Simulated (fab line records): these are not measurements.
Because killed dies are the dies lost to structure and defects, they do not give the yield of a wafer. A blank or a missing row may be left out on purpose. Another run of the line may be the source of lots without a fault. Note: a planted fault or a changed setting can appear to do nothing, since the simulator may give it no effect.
Matching of chambers :: flow sky130 :: pecvd-01 running SKY_CONTACT_CVD_00: 3 sister chambers
The step deposits Si3N4, target thk 75 nm. 3 wafers are shown with their chamber, then 7 later ones without.

WAFERS WITH THEIR CHAMBER
wafer: L084.4
chamber: 2
heater-power-w (W): 887

wafer: L085.1
chamber: 1
heater-power-w (W): 696

wafer: L085.2
chamber: 0
heater-power-w (W): 700

WAFERS WITHOUT THEIR CHAMBER
wafer: L085.4
heater-power-w (W): 686

wafer: L091.4
heater-power-w (W): 878

wafer: L091.5
heater-power-w (W): 698

wafer: L091.6
heater-power-w (W): 853

wafer: L092.1
heater-power-w (W): 825

wafer: L092.5
heater-power-w (W): 706

wafer: L092.6
heater-power-w (W): 816

THE CHAMBER EACH PASSED THROUGH
wafer: L085.4
from the rows above: can't be placed: 1 or 0
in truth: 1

wafer: L091.4
from the rows above: 2
in truth: 2

wafer: L091.5
from the rows above: can't be placed: 0 or 1
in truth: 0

wafer: L091.6
from the rows above: 2
in truth: 2

wafer: L092.1
from the rows above: can't be placed: 2 or 0 or 1
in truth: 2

wafer: L092.5
from the rows above: can't be placed: 0 or 1
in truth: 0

wafer: L092.6
from the rows above: can't be placed: 2 or 0 or 1
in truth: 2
Correctly placed: 2 of 7. Unplaceable from these rows: 5, with the true chamber sitting among the candidates in 5. Number placed wrongly: 0.
How it was worked out, from the rows above alone: a wafer's distance from a chamber is the root of the sum, over the readings, of the square of ((its reading less the chamber's mean) divided by the reading's scatter). If the next closest chamber is less than 2 further off than the closest, the wafer can't be placed; otherwise it belongs to the closest. A chamber's mean is the mean of its shown wafers. The scatter: root of mean squared gap, hidden wafer to nearest shown wafer, with one shown wafer a chamber.
